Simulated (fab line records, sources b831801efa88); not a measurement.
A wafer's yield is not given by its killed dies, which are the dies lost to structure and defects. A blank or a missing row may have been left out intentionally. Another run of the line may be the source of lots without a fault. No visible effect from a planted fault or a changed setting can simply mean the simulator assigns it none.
What tool caused it?	flow sky130	13 lots, 39 wafers sampled, at 2 steps of a route of 708

WHAT THE GAUGES READ, wafer by wafer
SKY_CONTACT_OVL_MEAS_15. Usual: CONTACT_OVL typically reads -3 nm, with standard deviation 5.5.
lot	measured	on	CONTACT_OVL (nm)	flag
L625	day 30 06:07	overlay-01	1 8 0	
L627	day 32 11:36	overlay-02	-3 2 -5	
L629	day 33 10:42	overlay-01	4 2 3	
L630	day 33 15:53	overlay-01	-3 0 -5	
L633	day 34 22:29	overlay-02	-7 -6 -1	
L636	day 35 17:08	overlay-01	1 -5 -7	
L641	day 37 12:07	overlay-02	-20 -26 -11	
L640	day 37 15:18	overlay-01	4 0 -1	
L637	day 37 16:52	overlay-01	3 -1 -2	
L639	day 37 17:13	overlay-01	-6 -5 -6	
L642	day 37 18:44	overlay-01	-8 3 -5	
L644	day 37 20:11	overlay-01	-6 -6 -1	
L648	day 39 13:38	overlay-02	0 -7 1	

SKY_VIA1_OVL_MEAS_13. Usual: VIA1_OVL typically reads 1 nm, with standard deviation 5.
lot	measured	on	VIA1_OVL (nm)	flag
L625	day 32 22:58	overlay-02	4 3 -1	
L627	day 34 15:32	overlay-01	1 -8 -4	
L629	day 35 15:08	overlay-02	-2 1 1	
L630	day 35 20:25	overlay-02	7 6 7	
L633	day 37 06:05	overlay-02	-6 -3 -3	
L636	day 37 23:10	overlay-01	-6 -6 -8	
L641	day 39 16:32	overlay-02	0 0 3	
L640	day 39 19:44	overlay-02	12 3 5	
L637	day 39 22:22	overlay-02	1 5 3	
L639	day 39 23:05	overlay-01	1 0 -3	
L642	day 40 01:05	overlay-02	-3 0 -7	
L644	day 40 02:22	overlay-02	-5 -4 4	
L648	day 41 17:46	overlay-02	7 5 5	

WHAT TOOL EACH LOT RAN ON (gives the tool, then ch and the chambers of the sampled wafers, and finally the start)
There is no process step in the record ahead of these readings.

WHAT THE TOOLS THEMSELVES READ (means of the sampled wafers that have a number; where no wafer has one, the mark that the record gives instead)
The record holds no such reading with a usual standard deviation.

THE ANSWER, worked out from the rows above alone
Rule: lot off if the mean of its wafers having a number is beyond 3 standard deviations from the usual mean. Also off: a lot with no number at a reading for which 4 or more lots have one. All remaining lots with rows at the step are treated as sound. Order of review: gauges by route order, followed by the tools' own readings, for which a lot's mean as printed above is used. At the first step where some lot is off, the reading lying furthest off is the one used; lots without a number count as furthest.
Across all readings shown, no lot is off: no conclusion can be drawn from this.

WHAT WAS PUT IN BY THE SIMULATOR
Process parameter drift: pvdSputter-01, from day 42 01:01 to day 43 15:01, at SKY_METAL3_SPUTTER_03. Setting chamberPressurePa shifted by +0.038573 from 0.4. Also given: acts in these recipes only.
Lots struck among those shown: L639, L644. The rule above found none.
